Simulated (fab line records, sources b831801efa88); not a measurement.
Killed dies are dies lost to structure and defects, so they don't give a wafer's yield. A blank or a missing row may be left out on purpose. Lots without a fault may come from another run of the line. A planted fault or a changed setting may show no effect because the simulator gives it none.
Chamber matching | flow gf180mcu | GF_V5_CVD_02 on pecvd-03: 3 sister chambers
The step deposits SiO2 from TEOS, target thk 1450 nm, time 163.28 s. 14 wafers are shown with their chamber, then 7 later ones without.

WAFERS WITH THEIR CHAMBER
wafer  | chamber | heater_power_outer_w (W) | heater_power_w (W)
L868.2 | 0       | 458                      | 741
L868.4 | 1       | 287                      | 561
L868.5 | 0       | 347                      | 582
L880.1 | 2       | 397                      | 650
L880.3 | 0       | 415                      | 683
L880.6 | 1       | 378                      | 681
L881.1 | 0       | 443                      | 734
L881.5 | 2       | 406                      | 680
L881.6 | 0       | 338                      | 580
L885.1 | 2       | 367                      | 628
L885.4 | 2       | 424                      | 689
L885.6 | 1       | 390                      | 731
L886.4 | 0       | 440                      | 713
L886.5 | 1       | 385                      | 713

SIGNATURES (means of the wafers above)
reading              | chamber 0 | chamber 1 | chamber 2 | scatter within a chamber
heater_power_outer_w | 406.83    | 360.00    | 398.50    | 45
heater_power_w       | 672.17    | 671.50    | 661.75    | 65.3
Rule: a wafer's distance from a chamber is the root of the sum, over the readings, of the square of ((its reading less the chamber's mean) divided by the reading's scatter). The wafer belongs to the nearest chamber; if the next one is less than 2 further off, it can't be placed. The scatter: the root of (the sum of the squares of (reading less its chamber's mean) over the shown wafers, divided by (wafers less chambers)).

WAFERS WITHOUT THEIR CHAMBER
wafer  | heater_power_outer_w (W) | heater_power_w (W)
L886.6 | 448                      | 699
L889.1 | 444                      | 716
L889.4 | 363                      | 666
L889.6 | 341                      | 589
L891.2 | 345                      | 654
L891.5 | 392                      | 686
L891.6 | 448                      | 717

WHICH CHAMBER EACH WENT THROUGH
wafer  | from the rows above          | in truth
L886.6 | can't be placed: 0 or 2 or 1 | 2
L889.1 | can't be placed: 0 or 2 or 1 | 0
L889.4 | can't be placed: 1 or 2 or 0 | 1
L889.6 | can't be placed: 1 or 2 or 0 | 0
L891.2 | can't be placed: 1 or 2 or 0 | 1
L891.5 | can't be placed: 0 or 2 or 1 | 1
L891.6 | can't be placed: 0 or 2 or 1 | 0
Placed correctly: 0 of 7. Can't be placed from these rows: 7 (the true chamber is among the candidates in 7). Placed wrongly: 0.
